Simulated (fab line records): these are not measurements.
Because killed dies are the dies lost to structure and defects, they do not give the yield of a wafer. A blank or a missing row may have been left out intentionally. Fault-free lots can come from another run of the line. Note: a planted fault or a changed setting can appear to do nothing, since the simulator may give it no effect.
What tool caused it? :: flow sky130 :: Sampling: 6 lots, 18 wafers, 2 of 708 route steps

WHAT THE GAUGES SHOWED, per wafer
SKY_LDD_P_CD_MEAS_07: the cd target is 380 nm.
lot: L168
measured: day 20 19:22
on: cd_sem-02
cd_nm (nm): 383.1 375.9 379.4

lot: L172
measured: day 21 20:10
on: cd_sem-01
cd_nm (nm): 383.5 381.9 383.3

lot: L175
measured: day 22 20:43
on: cd_sem-01
cd_nm (nm): 380.6 383.1 380.4

lot: L177
measured: day 23 14:01
on: cd_sem-02
cd_nm (nm): 382.6 380.1 379.4

lot: L182
measured: day 26 03:28
on: cd_sem-01
cd_nm (nm): 380.7 381.4 378.6

lot: L187
measured: day 27 08:30
on: cd_sem-01
cd_nm (nm): 375.8 378.3 376.9

TOOL THAT RAN EACH LOT (tool first, then ch and the chambers of the sampled wafers, then the start)
lot: L168
SKY_LDD_P_DEVELOP_06: litho_track-04 ch 0, day 20 19:13

lot: L172
SKY_LDD_P_DEVELOP_06: litho_track-03 ch 0, day 21 20:01

lot: L175
SKY_LDD_P_DEVELOP_06: litho_track-02 ch 0, day 22 20:34

lot: L177
SKY_LDD_P_DEVELOP_06: litho_track-02 ch 0, day 23 13:52

lot: L182
SKY_LDD_P_DEVELOP_06: litho_track-03 ch 0, day 26 03:19

lot: L187
SKY_LDD_P_DEVELOP_06: litho_track-04 ch 0, day 27 08:21
- SKY_LDD_P_DEVELOP_06: develop time 60 s.

THE ANSWER, worked out from the rows above alone
Rule: the usual values come from the lots themselves. Put in order of their means at a reading, lots are off if they are a third of the lots or fewer, leave a main group of 4 or more, and stand apart from it by a gap of 3 or more times the standard deviation of the main group's means; of several such gaps the widest counts. Not used: any main group whose means are identical at the precision the tables above print for the reading. A lot without any number at a reading at which 4 lots or more have one is off too. All remaining lots with rows at the step are treated as sound.
None of the lots is off at any reading shown; this tells nothing.

WHAT HAD BEEN PUT IN BY THE SIMULATOR
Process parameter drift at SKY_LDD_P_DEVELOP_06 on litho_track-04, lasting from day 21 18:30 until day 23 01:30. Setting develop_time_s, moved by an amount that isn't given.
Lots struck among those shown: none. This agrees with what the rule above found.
